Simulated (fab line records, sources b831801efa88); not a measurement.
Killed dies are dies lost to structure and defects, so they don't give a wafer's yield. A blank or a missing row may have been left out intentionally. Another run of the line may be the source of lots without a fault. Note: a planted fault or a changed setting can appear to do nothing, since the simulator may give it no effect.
Matching of chambers + flow sky130 + cmp-02 running SKY_VIA1_CMP_02: 4 sister chambers
The step polishes SiO2. 15 wafers are shown with their chamber, then 7 later ones without.

## EACH WAFER AND ITS CHAMBER
| wafer  | chamber | motorCurrentA (A) | platenRpm (rpm) |
|--------|---------|-------------------|-----------------|
| L851.1 | 1       | 10.6              | 60.06           |
| L851.3 | 2       | 12.7              | 60.05           |
| L851.6 | 3       | 12.1              | 60.03           |
| L853.2 | 2       | 13.6              | 60.05           |
| L853.4 | 0       | 12.2              | 59.98           |
| L853.5 | 0       | 12.3              | 59.93           |
| L855.1 | 2       | 12.7              | 60.15           |
| L855.2 | 1       | 10.9              | 60.02           |
| L855.6 | 2       | 12.9              | 59.99           |
| L856.2 | 2       | 13.4              | 60.04           |
| L856.6 | 2       | 13.2              | 59.97           |
| L859.1 | 3       | 11.5              | 60.00           |
| L859.6 | 2       | 12.8              | 59.96           |
| L866.1 | 0       | 11.7              | 59.95           |
| L866.3 | 1       | 10.2              | 60.06           |

SIGNATURES (averages over the wafers above)
| reading       | chamber 0 | chamber 1 | chamber 2 | chamber 3 | scatter within a chamber |
|---------------|-----------|-----------|-----------|-----------|--------------------------|
| motorCurrentA | 12.067    | 10.567    | 13.043    | 11.800    | 0.358                    |
| platenRpm     | 59.9533   | 60.0467   | 60.0300   | 60.0150   | 0.0506                   |
Rule: distance of a wafer from a chamber = root of the sum over the readings of ((wafer's reading minus chamber's mean) / reading's scatter) squared. If the next closest chamber is less than 2 further off than the closest, the wafer can't be placed; otherwise it belongs to the closest. The scatter: take each reading less its chamber's mean, square it, sum over the shown wafers, divide by the number of wafers less the number of chambers, and take the root.

## WAFERS WITHOUT THEIR CHAMBER
| wafer  | motorCurrentA (A) | platenRpm (rpm) |
|--------|-------------------|-----------------|
| L866.6 | 10.7              | 59.96           |
| L871.2 | 13.7              | 59.93           |
| L871.4 | 12.1              | 59.96           |
| L871.6 | 13.8              | 60.11           |
| L872.2 | 10.6              | 60.01           |
| L872.3 | 12.7              | 60.03           |
| L872.5 | 12.0              | 60.02           |

## CHAMBER TAKEN BY EACH
| wafer  | from the rows above          | in truth |
|--------|------------------------------|----------|
| L866.6 | can't be placed: 1 or 3      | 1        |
| L871.2 | can't be placed: 2 or 0      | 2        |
| L871.4 | can't be placed: 0 or 3      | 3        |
| L871.6 | 2                            | 2        |
| L872.2 | 1                            | 1        |
| L872.3 | can't be placed: 2 or 0 or 3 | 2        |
| L872.5 | can't be placed: 3 or 0      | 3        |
Correct placement for 2 of the 7. Cannot be placed on the basis of these rows: 5; the candidates contain the true chamber in 5. Placed wrongly: 0.
